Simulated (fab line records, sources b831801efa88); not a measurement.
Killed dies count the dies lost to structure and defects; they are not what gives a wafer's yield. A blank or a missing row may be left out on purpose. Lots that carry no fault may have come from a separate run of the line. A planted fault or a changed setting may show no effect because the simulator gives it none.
Commonality check across tools | flow gf180mcu | 12 lots and 45 wafers in the sample

## REASON IT WAS OPENED
At GF_PSD_TW_MEAS_11 the reading PSD_TW is flagged on 3 of 12 lots. Fault-free wafers read 3180, with a standard deviation of 18.
Rule: a lot gets a flag if all its wafers with a number sit over 4 standard deviations from that mean, or if no wafer of it has a number. All remaining lots are regarded as sound.

lot  | measured     | on           | PSD_TW, wafer by wafer | flag
L275 | day 14 00:49 | filmMetro-04 | 3177 3185 3187         | 
L278 | day 15 06:00 | filmMetro-01 | 3169 3185 3193         | 
L280 | day 16 02:37 | filmMetro-01 | 30 30 30 30 30 30      | FLAGGED
L281 | day 16 09:40 | filmMetro-01 | 30 30 30 30 30 30      | FLAGGED
L282 | day 16 16:19 | filmMetro-04 | 30 30 30 30 30 30      | FLAGGED
L283 | day 17 01:56 | filmMetro-01 | 3176 3178 3176         | 
L290 | day 19 16:06 | filmMetro-03 | 3158 3168 3175         | 
L291 | day 19 22:33 | filmMetro-03 | 3152 3151 3165         | 
L293 | day 20 15:41 | filmMetro-04 | 3182 3165 3172         | 
L295 | day 21 09:19 | filmMetro-01 | 3178 3184 3187         | 
L296 | day 21 15:25 | filmMetro-01 | 3176 3191 3189         | 
L298 | day 22 08:57 | filmMetro-01 | 3204 3175 3203         | 
On average the flagged lots read 30, which is -3150 against the usual, or -99 or more standard deviations.

## WHICH TOOL EACH LOT WENT THROUGH
Before the reading, the record contains 2 process steps out of a 602-step route. Read each cell as the tool, then ch plus the chambers that the sampled wafers visited, then the start.
lot  | flag    | GF_NSD_STRIP_11                     | GF_PSD_STRIP_10
L275 |         | plasmaAsher-03 ch 0,1, day 13 04:40 | plasmaAsher-02 ch 0,1, day 14 00:42
L278 |         | plasmaAsher-01 ch 0,1, day 14 07:52 | plasmaAsher-01 ch 0,1, day 15 05:54
L280 | FLAGGED | plasmaAsher-03 ch 1, day 15 04:31   | plasmaAsher-03 ch 0,1, day 16 02:30
L281 | FLAGGED | plasmaAsher-03 ch 0,1, day 15 11:10 | plasmaAsher-03 ch 0,1, day 16 09:34
L282 | FLAGGED | plasmaAsher-03 ch 0,1, day 15 18:01 | plasmaAsher-02 ch 0,1, day 16 16:13
L283 |         | plasmaAsher-03 ch 0,1, day 16 03:06 | plasmaAsher-02 ch 0,1, day 17 01:51
L290 |         | plasmaAsher-03 ch 0,1, day 18 16:07 | plasmaAsher-01 ch 0,1, day 19 16:00
L291 |         | plasmaAsher-01 ch 0,1, day 18 22:34 | plasmaAsher-01 ch 0,1, day 19 22:27
L293 |         | plasmaAsher-03 ch 0,1, day 19 14:59 | plasmaAsher-03 ch 0,1, day 20 15:36
L295 |         | plasmaAsher-04 ch 0,1, day 20 08:52 | plasmaAsher-03 ch 0,1, day 21 09:12
L296 |         | plasmaAsher-03 ch 1, day 20 14:52   | plasmaAsher-01 ch 0,1, day 21 15:18
L298 |         | plasmaAsher-03 ch 0, day 21 08:37   | plasmaAsher-02 ch 0,1, day 22 08:51
What is done by these steps:
- GF_NSD_STRIP_11: strips in O2/N2.
- GF_PSD_STRIP_10: strips in O2/N2.
- GF_PSD_TW_MEAS_11

## FLAGGED OVER TOTAL, TOOL BY TOOL (the gauges that took the reading come last)
step              | tool           | lots run | flagged | share of the flagged lots | sound lots run after its first flagged lot
GF_NSD_STRIP_11   | plasmaAsher-01 | 2        | 0       | none                      | -
GF_NSD_STRIP_11   | plasmaAsher-03 | 9        | 3       | all                       | 5 (L283,L290,L293,L296,L298)
GF_NSD_STRIP_11   | plasmaAsher-04 | 1        | 0       | none                      | -
GF_PSD_STRIP_10   | plasmaAsher-01 | 4        | 0       | none                      | -
GF_PSD_STRIP_10   | plasmaAsher-02 | 4        | 1       | some                      | 2 (L283,L298)
GF_PSD_STRIP_10   | plasmaAsher-03 | 4        | 2       | some                      | 2 (L293,L295)
GF_PSD_TW_MEAS_11 | filmMetro-01   | 7        | 2       | some                      | 4 (L283,L295,L296,L298)
GF_PSD_TW_MEAS_11 | filmMetro-03   | 2        | 0       | none                      | -
GF_PSD_TW_MEAS_11 | filmMetro-04   | 3        | 1       | some                      | 1 (L293)

## WHAT THE TABLE ALLOWS
Rows of the table that ran each flagged lot: 1, that is plasmaAsher-03 at GF_NSD_STRIP_11.
- plasmaAsher-03 at GF_NSD_STRIP_11: 3 of its 9 lots flagged. Sound lots ran on it after the first flagged one (L283, L290, L293, L296, L298), which a lasting fault on the whole tool wouldn't allow. On the flagged lots its readings are blank where sound lots have values: chamberPressureMTorr, drypumpMotorCurrentA, heaterPowerW, oesProductAu and 1 more.
Every row of the table either missed a flagged lot or ran a sound lot after the first.

## WHAT THE SIMULATOR HAD PUT IN
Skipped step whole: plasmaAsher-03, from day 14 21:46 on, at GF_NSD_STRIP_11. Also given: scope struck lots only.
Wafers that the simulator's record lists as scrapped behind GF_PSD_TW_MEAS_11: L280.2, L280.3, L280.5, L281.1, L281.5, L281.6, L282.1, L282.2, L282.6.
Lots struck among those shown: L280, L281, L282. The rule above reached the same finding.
